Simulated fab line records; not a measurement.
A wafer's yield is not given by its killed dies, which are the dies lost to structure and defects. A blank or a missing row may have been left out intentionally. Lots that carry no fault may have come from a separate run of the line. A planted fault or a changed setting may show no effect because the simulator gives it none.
Problem report in the 8D (eight disciplines) form, filled by code -- flow sky130 -- the parts of the form that need people (team, actions taken, sign-off) are left out

## 1. PROBLEM STATEMENT
At SKY_VIA2_ETCH_14, oesProductAu averages 0.978 a.u. over 3 wafers from 2 lots, while fault-free wafers read 0.855 a.u., standard deviation 0.0049. Relative to the usual mean, that is a shift of +25 standard deviations.
The step: etches BARC in N2/H2, stops on SiO2, time 45.9 s, target depth 60 nm.
Earliest sighting: wafer L445.3 on rieDiel-02 at day 39 06:26. At this step, 18 wafers from 6 lots have a number in the record. The rule behind "out" and "out of limits": a value lying over 4 standard deviations away from the usual mean. The rest of the wafers with a number are treated as sound.

## 2. WHAT IT IS, WHAT IT ISN'T
question,is,is not
which readings at this step,"oesProductAu, runLengthS","drypumpMotorCurrentA, throttleValvePct"
which lots,"L445, L446","L436, L437, L456, L457"
which wafers of those lots,"L445.3, L446.1, L446.4","L445.5, L445.6, L446.6"
read on which tools,rieDiel-02,"rieDiel-03, rieDiel-04"
when,from day 39 06:26,"up to then (8 sound wafers); but 7 sound wafers of L446, L456, L457 came after"

## 3. SUSPECTS, AND WHAT RULES EACH OUT
Counting: any tool at a process step up to the reading remains a suspect provided it ran every lot that is out. Sound lots after the first of them don't rule it out here, since some wafers of a struck lot are sound.
- cmp-01 at SKY_VIA2_CMP_02 (polishes SiO2): kept. It ran every lot that is out, first L445 (day 38 05:12).
- rieDiel-02 at SKY_VIA2_ETCH_14 (etches BARC in N2/H2, stops on SiO2, time 45.9 s, target depth 60 nm): kept. It ran every lot that is out, first L445 (day 39 06:26); its last sound lot up to then is L437 (day 37 11:49). On those wafers its own readings are out: oesProductAu, runLengthS.
After counting, cmp-01 at SKY_VIA2_CMP_02 and rieDiel-02 at SKY_VIA2_ETCH_14 remain.

## 4. THE CAUSE (what the simulator had put in)
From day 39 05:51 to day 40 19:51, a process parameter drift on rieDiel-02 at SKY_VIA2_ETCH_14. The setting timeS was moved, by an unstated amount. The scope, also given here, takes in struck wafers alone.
2 suspects survive the count, and this tool is in that group.

## 5. THE EFFECT CHAIN, in route order
Each row: a reading where the mean over the struck wafers with a number is more than 3 standard deviations away from the usual. Scope: only readings with a usual standard deviation given in the record; hours: median across lots of the time from each lot's start at the first step in this table that gives one to its start at this step; sigmas: change in usual standard deviations.
hours,step,reading,usual,on struck wafers,change,sigmas
0,SKY_VIA2_ETCH_14,oesProductAu,0.855 a.u.,0.978,+0.123,+25
0,SKY_VIA2_ETCH_14,runLengthS,74.3 s,67.5,-6.8,-14
It contains these process steps:
- SKY_VIA2_ETCH_14: etches BARC in N2/H2, stops on SiO2, time 45.9 s, target depth 60 nm.

## 6. HOW IT WOULD HAVE BEEN CAUGHT EARLIER
In this record the first reading out of limits was taken at day 39 06:26, 1 hour after the fault began at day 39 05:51.
